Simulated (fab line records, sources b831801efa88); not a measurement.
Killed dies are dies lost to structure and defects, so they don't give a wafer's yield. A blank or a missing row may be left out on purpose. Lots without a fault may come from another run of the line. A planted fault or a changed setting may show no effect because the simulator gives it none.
fab line records | flow gf180mcu
record lots=24 wafers=72 last_day=34
route steps=602 shown V1@339 M2@377 V2@383 V3@433 PASSIVATION@588
lots that met no fault: from a run of the same line without faults
start_h: hours from the record's first day to the start of the lot's first wafer shown | wait_h: hours since the lot's step before | " the same as in the row above | L1.1+2: a row that stands for several wafers | - no value, or no start given | * or withheld: withheld | < > ~ a bound
route shown NAME@n: a module of which the file shows steps, and the number in the route of the first | usual: mean/standard deviation of fault-free wafers | same: alike in all rows | chamber/n: place in a boat | sites: the reading at each site | _std_site: their standard deviation | _edge_site: outer sites' mean less inner sites' | radius_mm: how far each site lies from the wafer's centre | mask NAME#n: copy n | behind: the tool/chamber that last shaped the wafer | hold: why the lot was held/for how many hours/how that ended | device: the transistor (n, p or np) that didn't switch | end of line: the same wafers' tests at the end of the route | a step without rows: its recipe alone | killed: dies lost to structure and defects at the first sort, not the wafer's yield | map: a wafer's dies, x killed, . not, _ none there
set.NAME: the setting as run; set.NAME@STEP: as run at that earlier step | model.NAME: the simulator's own value behind a step, which no gauge read
steps of the route over a sample of lots; a table a step, a row a wafer
services: from which hour (start_h, from the record's first day; less than 0 if before it) a tool's chamber was out of use, for how many hours, and why
## steps
# step GF_V1_CMP_04
# recipe material=SiO2 down_force_psi=4 platen_rpm=60 pad_velocity_m_s=0.94248
# usual motor_current_A=12.5/1.2 platen_rpm=60.00/0.037 time_to_endpoint_s=82/6.2
# columns lot.wafer tool chamber start_h wait_h motor_current_A platen_rpm time_to_endpoint_s
L074.1 cmp-02 1 381.05 0.1 11.1 60.03 75
L074.3 " 3 " " 12.9 59.98 68
L074.6 " 2 " " 13.9 60.02 73
L075.2 cmp-02 2 396.99 0.1 12.5 60.00 76
L075.3 " 3 " " 13.4 60.07 90
L075.4 " 0 " " 12.3 60.02 79
L076.4 cmp-02 0 397.90 0.1 12.4 60.03 73
L076.1 " 1 " " 12.2 60.00 76
L076.3 " 2 " " 12.8 60.00 77
L077.4 cmp-02 2 404.16 0.0 13.6 59.97 82
L077.3 " 3 " " 13.1 60.01 81
L077.6 " 2 " " 13.9 59.94 79
L078.2 cmp-01 2 414.62 0.2 10.8 59.97 76
L078.6 " 1 " " 9.7 60.01 87
L078.5 " 2 " " 11.0 60.04 76
L079.4 cmp-02 2 421.63 0.0 13.6 59.94 85
L079.1 " 3 " " 14.3 60.02 84
L079.6 " 3 " " 12.5 60.02 89
L080.4 cmp-01 2 428.72 0.2 11.7 60.02 72
L080.6 " 3 " " 13.8 59.99 85
L080.5 " 0 " " 13.0 59.98 86
L081.2 cmp-01 0 444.14 0.1 12.4 60.03 67
L081.3 " 1 " " 10.4 59.97 77
L081.4 " 2 " " 11.5 59.97 74
L082.3 cmp-02 1 454.93 0.1 12.1 60.00 79
L082.4 " 3 " " 13.2 60.00 85
L082.6 " 1 " " 12.1 60.01 90
L083.3 cmp-02 0 468.77 0.1 12.9 60.03 78
L083.5 " 2 " " 14.1 60.02 84
L083.6 " 3 " " 12.9 60.01 89
L084.1 cmp-01 3 469.69 0.1 13.6 60.02 77
L084.4 " 2 " " 11.5 60.01 81
L084.6 " 0 " " 12.4 60.02 84
L085.4 cmp-02 2 476.34 0.2 14.2 59.95 87
L085.3 " 0 " " 13.0 60.01 82
L085.5 " 2 " " 13.9 59.98 86
L086.4 cmp-02 0 485.23 0.1 12.3 59.95 78
L086.1 " 1 " " 12.4 60.09 83
L086.3 " 2 " " 13.3 59.98 81
L087.4 cmp-02 1 503.81 0.4 12.2 60.06 93
L087.2 " 0 " " 12.3 59.98 75
L087.6 " 2 " " 13.6 60.06 91
L088.3 cmp-01 3 504.89 0.0 14.0 60.00 76
L088.2 " 1 " " 9.8 59.97 78
L088.4 " 2 " " 11.3 59.97 76
L089.1 cmp-01 2 526.07 0.1 11.1 60.01 72
L089.2 " 3 " " 14.5 60.08 71
L089.6 " 0 " " 11.7 59.97 80
L090.2 cmp-02 2 526.35 0.1 14.1 59.91 89
L090.3 " 3 " " 13.4 60.08 83
L090.5 " 2 " " 13.4 59.98 90
L091.2 cmp-01 1 534.77 0.0 9.7 59.99 81
L091.1 " 0 " " 13.3 59.99 81
L091.6 " 2 " " 11.7 59.94 80
L093.1 cmp-02 0 544.68 0.2 12.6 59.99 81
L093.6 " 1 " " 12.3 60.04 98
L093.5 " 2 " " 13.6 59.97 93
L092.4 cmp-02 3 545.67 0.0 13.0 59.96 87
L092.1 " 1 " " 12.3 59.95 78
L092.3 " 2 " " 13.5 60.05 86
L094.4 cmp-02 3 552.57 0.1 13.4 59.93 87
L094.3 " 0 " " 13.1 60.00 77
L094.6 " 2 " " 13.6 59.97 89
L095.2 cmp-02 1 563.48 0.2 11.8 60.02 83
L095.5 " 2 " " 13.9 59.98 89
L095.6 " 3 " " 12.7 60.01 83
L096.3 cmp-01 1 564.19 0.1 9.8 59.97 83
L096.1 " 2 " " 11.3 60.04 69
L096.5 " 0 " " 12.5 60.01 77
L097.4 cmp-01 0 576.36 0.1 12.4 60.02 82
L097.3 " 2 " " 11.7 60.06 77
L097.6 " 1 " " 10.0 60.01 89
# step GF_M2_OVL_MEAS_15
# usual M2_OVL=-2/5.2
# columns lot.wafer tool chamber start_h wait_h M2_OVL[nm]
L074.1 overlay-01 - 431.42 0.1 -2
L074.3 " - " " -1
L074.6 " - " " -5
L075.2 overlay-01 - 446.99 0.1 0
L075.3 " - " " -4
L075.4 " - " " 7
L076.1 overlay-01 - 448.72 0.1 -7
L076.3 " - " " -7
L076.4 " - " " -1
L077.3 overlay-02 - 455.63 0.1 -1
L077.4 " - " " -1
L077.6 " - " " -4
L078.2 overlay-01 - 466.79 0.1 -4
L078.5 " - " " -6
L078.6 " - " " 8
L079.1 overlay-02 - 473.81 0.1 -16
L079.4 " - " " -12
L079.6 " - " " -11
L080.4 overlay-01 - 480.15 0.1 -7
L080.5 " - " " -2
L080.6 " - " " -7
L081.2 overlay-01 - 495.68 0.1 4
L081.3 " - " " 3
L081.4 " - " " -8
L082.3 overlay-02 - 504.54 0.1 -3
L082.4 " - " " 5
L082.6 " - " " 1
L083.3 overlay-02 - 517.89 0.1 2
L083.5 " - " " -5
L083.6 " - " " -1
L084.1 overlay-02 - 519.87 0.1 0
L084.4 " - " " 9
L084.6 " - " " 0
L085.3 overlay-01 - 526.39 0.1 -6
L085.4 " - " " -4
L085.5 " - " " -7
L086.1 overlay-02 - 534.18 0.1 2
L086.3 " - " " -1
L086.4 " - " " 3
L087.2 overlay-02 - 551.98 0.1 -7
L087.4 " - " " -8
L087.6 " - " " -7
L088.2 overlay-02 - 552.14 0.1 1
L088.3 " - " " -6
L088.4 " - " " 0
L089.1 overlay-02 - 571.72 0.1 -4
L089.2 " - " " -1
L089.6 " - " " 0
L090.2 overlay-01 - 572.08 0.1 0
L090.3 " - " " -6
L090.5 " - " " -1
L091.1 overlay-01 - 579.38 0.1 -4
L091.2 " - " " -3
L091.6 " - " " 3
L093.1 overlay-01 - 589.92 0.1 -4
L093.5 " - " " -2
L093.6 " - " " -7
L092.1 overlay-01 - 591.92 0.1 -10
L092.3 " - " " -6
L092.4 " - " " -2
L094.3 overlay-02 - 596.98 0.1 7
L094.4 " - " " 10
L094.6 " - " " 4
L095.2 overlay-02 - 607.07 0.1 -7
L095.5 " - " " -7
L095.6 " - " " -10
L096.1 overlay-02 - 608.69 0.1 -6
L096.3 " - " " -4
L096.5 " - " " -2
L097.3 overlay-02 - 620.03 0.1 7
L097.4 " - " " 0
L097.6 " - " " 6
# step GF_V2_THK_MEAS_01
# recipe reads=SiO2_of_V2_CVD_00
# usual V2_CVD_00_THK=600/7.6
# columns lot.wafer tool chamber start_h wait_h V2_CVD_00_THK[nm]
L074.1 film_metro-04 - 432.18 0.0 606
L074.3 " - " " 604
L074.6 " - " " 601
L075.2 film_metro-04 - 447.86 0.0 609
L075.3 " - " " 606
L075.4 " - " " 606
L076.1 film_metro-04 - 449.48 0.0 590
L076.3 " - " " 589
L076.4 " - " " 597
L077.3 film_metro-02 - 456.39 0.1 597
L077.4 " - " " 598
L077.6 " - " " 596
L078.2 film_metro-04 - 467.57 0.0 603
L078.5 " - " " 594
L078.6 " - " " 606
L079.1 film_metro-02 - 474.56 0.0 595
L079.4 " - " " 594
L079.6 " - " " 592
L080.4 film_metro-02 - 480.91 0.0 592
L080.5 " - " " 603
L080.6 " - " " 595
L081.2 film_metro-01 - 496.43 0.0 611
L081.3 " - " " 605
L081.4 " - " " 609
L082.3 film_metro-04 - 505.30 0.1 583
L082.4 " - " " 586
L082.6 " - " " 588
L083.3 film_metro-01 - 518.72 0.1 610
L083.5 " - " " 604
L083.6 " - " " 611
L084.1 film_metro-02 - 520.62 0.0 601
L084.4 " - " " 604
L084.6 " - " " 601
L085.3 film_metro-01 - 527.18 0.1 615
L085.4 " - " " 607
L085.5 " - " " 602
L086.1 film_metro-01 - 534.93 0.0 618
L086.3 " - " " 610
L086.4 " - " " 615
L087.2 film_metro-01 - 552.77 0.1 597
L087.4 " - " " 592
L087.6 " - " " 604
L088.2 film_metro-01 - 552.97 0.1 589
L088.3 " - " " 592
L088.4 " - " " 601
L089.1 film_metro-02 - 572.47 0.0 600
L089.2 " - " " 595
L089.6 " - " " 598
L090.2 film_metro-02 - 572.83 0.0 597
L090.3 " - " " 605
L090.5 " - " " 603
L091.1 film_metro-02 - 580.13 0.0 602
L091.2 " - " " 596
L091.6 " - " " 598
L093.1 film_metro-01 - 590.79 0.0 591
L093.5 " - " " 606
L093.6 " - " " 596
L092.1 film_metro-02 - 592.79 0.0 594
L092.3 " - " " 598
L092.4 " - " " 596
L094.3 film_metro-02 - 597.81 0.1 610
L094.4 " - " " 601
L094.6 " - " " 606
L095.2 film_metro-01 - 607.83 0.0 606
L095.5 " - " " 605
L095.6 " - " " 599
L096.1 film_metro-02 - 609.56 0.0 600
L096.3 " - " " 611
L096.5 " - " " 606
L097.3 film_metro-02 - 620.84 0.1 595
L097.4 " - " " 597
L097.6 " - " " 601
# step GF_V3_CMP_04
# recipe material=SiO2 down_force_psi=4 platen_rpm=60 pad_velocity_m_s=0.94248
# usual motor_current_A=12.4/1.2 platen_rpm=60.00/0.04 time_to_endpoint_s=79/5.6
# columns lot.wafer tool chamber start_h wait_h motor_current_A platen_rpm time_to_endpoint_s
L074.1 cmp-01 1 485.41 0.1 9.8 60.00 78
L074.3 " 2 " " 11.3 60.00 70
L074.6 " 1 " " 10.1 59.99 89
L075.2 cmp-02 2 501.13 0.0 12.7 60.05 84
L075.4 " 3 " " 12.3 60.02 88
L075.3 " 1 " " 11.8 60.09 83
L076.4 cmp-02 2 502.91 0.4 13.5 60.02 83
L076.3 " 0 " " 12.9 59.99 76
L076.1 " 1 " " 12.1 59.90 89
L077.4 cmp-02 3 508.37 0.0 12.3 60.02 87
L077.3 " 2 " " 13.0 60.00 80
L077.6 " 3 " " 13.5 60.04 85
L078.2 cmp-02 3 517.89 0.1 12.9 60.00 82
L078.5 " 2 " " 13.2 59.95 83
L078.6 " 3 " " 13.4 59.99 86
L079.1 cmp-01 1 525.16 0.1 10.0 60.00 87
L079.4 " 2 " " 11.4 60.05 79
L079.6 " 0 " " 12.4 59.94 82
L080.4 cmp-01 2 531.07 0.2 11.1 59.92 77
L080.5 " 3 " " 14.1 60.00 83
L080.6 " 0 " " 12.9 60.02 81
L081.2 cmp-01 3 544.77 0.0 13.4 60.01 79
L081.4 " 1 " " 9.8 59.97 84
L081.3 " 2 " " 11.7 59.98 69
L082.3 cmp-01 2 554.28 0.0 11.3 60.05 74
L082.4 " 3 " " 13.7 60.00 84
L082.6 " 2 " " 11.4 60.00 81
L083.3 cmp-02 0 566.33 0.1 12.9 60.06 79
L083.5 " 3 " " 12.4 59.98 84
L083.6 " 0 " " 12.5 59.92 85
L084.4 cmp-01 0 567.96 0.1 12.3 59.99 84
L084.1 " 1 " " 9.3 60.06 85
L084.6 " 3 " " 14.0 60.05 83
L085.4 cmp-01 1 574.90 0.1 9.4 60.05 80
L085.3 " 2 " " 11.8 59.98 74
L085.5 " 0 " " 12.7 60.00 79
L086.4 cmp-02 2 582.09 0.1 13.6 60.06 79
L086.3 " 3 " " 13.1 60.03 78
L086.1 " 0 " " 11.6 59.98 71
L087.4 cmp-01 3 598.10 0.1 13.7 60.01 82
L087.2 " 1 " " 9.5 60.09 73
L087.6 " 2 " " 11.6 60.04 72
L088.3 cmp-02 1 599.63 0.0 12.7 59.96 77
L088.2 " 3 " " 13.2 60.00 75
L088.4 " 0 " " 12.0 60.00 73
L089.2 cmp-01 1 617.34 0.0 10.0 60.05 81
L089.1 " 3 " " 14.3 60.00 75
L089.6 " 1 " " 9.6 60.01 82
L090.3 cmp-01 2 618.53 0.1 12.0 59.97 71
L090.2 " 3 " " 13.6 59.96 74
L090.5 " 1 " " 9.5 60.00 80
L091.1 cmp-02 0 625.60 0.3 12.3 59.93 68
L091.2 " 2 " " 12.6 59.97 73
L091.6 " 0 " " 12.7 60.03 71
L093.1 cmp-02 2 635.16 0.5 13.4 60.02 70
L093.6 " 3 " " 11.8 60.01 75
L093.5 " 0 " " 12.3 60.00 70
L092.4 cmp-02 0 636.74 0.3 12.4 59.99 73
L092.3 " 2 " " 13.7 59.96 68
L092.1 " 3 " " 13.0 59.98 70
L094.3 cmp-02 1 641.34 0.2 12.7 60.03 77
L094.4 " 3 " " 13.2 60.02 86
L094.6 " 2 " " 13.8 60.00 80
L095.2 cmp-01 0 650.33 0.1 12.3 60.08 77
L095.5 " 3 " " 14.7 59.91 90
L095.6 " 0 " " 12.4 60.04 85
L096.1 cmp-02 1 653.34 0.1 12.2 60.07 77
L096.3 " 3 " " 13.0 60.00 75
L096.5 " 2 " " 13.4 59.95 79
L097.4 cmp-01 2 664.87 0.2 11.4 59.93 82
L097.3 " 3 " " 13.8 59.96 84
L097.6 " 0 " " 12.3 59.92 84
# step GF_PASSIVATION_THK_MEAS_01
# recipe reads=SiO2_of_PASSIVATION_CVD_00
# usual PASSIVATION_CVD_00_THK=1001/13
# columns lot.wafer tool chamber start_h wait_h PASSIVATION_CVD_00_THK[nm]
L074.1 film_metro-02 - 648.17 0.0 995
L074.3 " - " " 1001
L074.6 " - " " 1008
L075.2 film_metro-02 - 660.49 0.0 973
L075.3 " - " " 982
L075.4 " - " " 1002
L076.1 film_metro-01 - 661.22 0.0 968
L076.3 " - " " 984
L076.4 " - " " 1004
L077.3 film_metro-01 - 665.78 0.1 996
L077.4 " - " " 1020
L077.6 " - " " 1014
L078.2 film_metro-01 - 673.45 0.0 983
L078.5 " - " " 1003
L078.6 " - " " 991
L079.1 film_metro-04 - 679.97 0.0 990
L079.4 " - " " 999
L079.6 " - " " 999
L080.4 film_metro-01 - 686.00 0.0 1025
L080.5 " - " " 1016
L080.6 " - " " 1020
L081.2 film_metro-02 - 696.82 0.0 1000
L081.3 " - " " 1000
L081.4 " - " " 1006
L082.3 film_metro-04 - 704.56 0.1 989
L082.4 " - " " 1007
L082.6 " - " " 1023
L083.3 film_metro-02 - 714.44 0.1 996
L083.5 " - " " 999
L083.6 " - " " 1003
L084.1 film_metro-02 - 714.83 0.1 977
L084.4 " - " " 1025
L084.6 " - " " 1004
L085.3 film_metro-02 - 721.34 0.1 995
L085.4 " - " " 1028
L085.5 " - " " 1019
L086.1 film_metro-02 - 727.69 0.1 987
L086.3 " - " " 986
L086.4 " - " " 997
L087.2 film_metro-01 - 740.53 0.1 1001
L087.4 " - " " 1002
L087.6 " - " " 1005
L088.2 film_metro-02 - 742.26 0.1 992
L088.3 " - " " 1021
L088.4 " - " " 1001
L089.1 film_metro-04 - 754.69 0.0 998
L089.2 " - " " 1001
L089.6 " - " " 1027
L090.2 film_metro-02 - 756.44 0.0 999
L090.3 " - " " 991
L090.5 " - " " 999
L091.1 film_metro-02 - 762.86 0.0 995
L091.2 " - " " 1009
L091.6 " - " " 1014
L093.1 film_metro-02 - 770.58 0.1 967
L093.5 " - " " 1009
L093.6 " - " " 995
L092.1 film_metro-02 - 771.67 0.0 991
L092.3 " - " " 991
L092.4 " - " " 1003
L094.3 film_metro-04 - 776.03 0.1 1002
L094.4 " - " " 1020
L094.6 " - " " 1017
L095.2 film_metro-04 - 783.18 0.0 996
L095.5 " - " " 1020
L095.6 " - " " 1011
L096.1 film_metro-02 - 784.62 0.0 1007
L096.3 " - " " 990
L096.5 " - " " 1009
L097.3 film_metro-04 - 794.11 0.1 987
L097.4 " - " " 996
L097.6 " - " " 1007
# step GF_PASSIVATION_BOW_MEAS_14
# recipe mode=bow
# usual PASSIVATION_BOW=137/12
# columns lot.wafer tool chamber start_h wait_h PASSIVATION_BOW[um]
L074.1 film_metro-04 - 670.95 0.0 130
L074.3 " - " " 121
L074.6 " - " " 126
L075.2 film_metro-01 - 681.57 0.0 142
L075.3 " - " " 135
L075.4 " - " " 131
L076.1 film_metro-01 - 682.42 0.0 139
L076.3 " - " " 127
L076.4 " - " " 129
L077.3 film_metro-02 - 687.00 0.0 130
L077.4 " - " " 136
L077.6 " - " " 134
L078.2 film_metro-01 - 693.78 0.0 141
L078.5 " - " " 137
L078.6 " - " " 122
L079.1 film_metro-04 - 700.65 0.0 131
L079.4 " - " " 123
L079.6 " - " " 131
L080.4 film_metro-04 - 706.62 0.1 127
L080.5 " - " " 139
L080.6 " - " " 139
L081.2 film_metro-04 - 716.42 0.0 150
L081.3 " - " " 147
L081.4 " - " " 145
L082.3 film_metro-01 - 724.19 0.0 134
L082.4 " - " " 135
L082.6 " - " " 145
L083.3 film_metro-02 - 734.14 0.0 167
L083.5 " - " " 161
L083.6 " - " " 157
L084.1 film_metro-04 - 734.20 0.0 144
L084.4 " - " " 139
L084.6 " - " " 142
L085.3 film_metro-01 - 740.80 0.0 122
L085.4 " - " " 133
L085.5 " - " " 138
L086.1 film_metro-04 - 746.85 0.0 125
L086.3 " - " " 152
L086.4 " - " " 141
L087.2 film_metro-04 - 759.07 0.0 120
L087.4 " - " " 124
L087.6 " - " " 125
L088.2 film_metro-01 - 760.58 0.0 128
L088.3 " - " " 119
L088.4 " - " " 118
L089.1 film_metro-02 - 772.91 0.0 134
L089.2 " - " " 128
L089.6 " - " " 136
L090.2 film_metro-01 - 774.78 0.0 157
L090.3 " - " " 151
L090.5 " - " " 158
L091.1 film_metro-01 - 781.00 0.0 139
L091.2 " - " " 127
L091.6 " - " " 136
L093.1 film_metro-02 - 787.65 0.0 145
L093.5 " - " " 135
L093.6 " - " " 150
L092.1 film_metro-04 - 789.30 0.0 136
L092.3 " - " " 129
L092.4 " - " " 139
L094.3 film_metro-04 - 793.35 0.0 130
L094.4 " - " " 137
L094.6 " - " " 137
L095.2 film_metro-01 - 799.82 0.0 149
L095.5 " - " " 141
L095.6 " - " " 137
L096.1 film_metro-02 - 801.41 0.0 131
L096.3 " - " " 154
L096.5 " - " " 153
L097.3 film_metro-02 - 810.54 0.0 135
L097.4 " - " " 129
L097.6 " - " " 130
## services
# columns tool chamber start_h hours kind
cmp-01 - 388.24 6.0 repair
cmp-01 - 389.35 0.4 repair
cmp-01 - 404.06 4.0 pm
cmp-01 - 408.06 - consumable_replace:conditioner
cmp-01 - 408.06 - consumable_replace:pad
cmp-02 - 445.28 6.0 repair
cmp-01 - 476.46 0.6 repair
cmp-01 - 499.92 4.3 repair
cmp-01 - 546.27 3.5 pm
cmp-02 - 572.96 4.0 pm
cmp-02 - 576.96 - consumable_replace:conditioner
cmp-02 - 576.96 - consumable_replace:pad
cmp-01 - 581.20 9.3 pm
cmp-02 - 606.46 4.9 pm
cmp-02 - 633.80 1.2 repair
cmp-01 - 637.64 6.8 pm
cmp-02 - 644.45 3.6 pm
## key
fault none
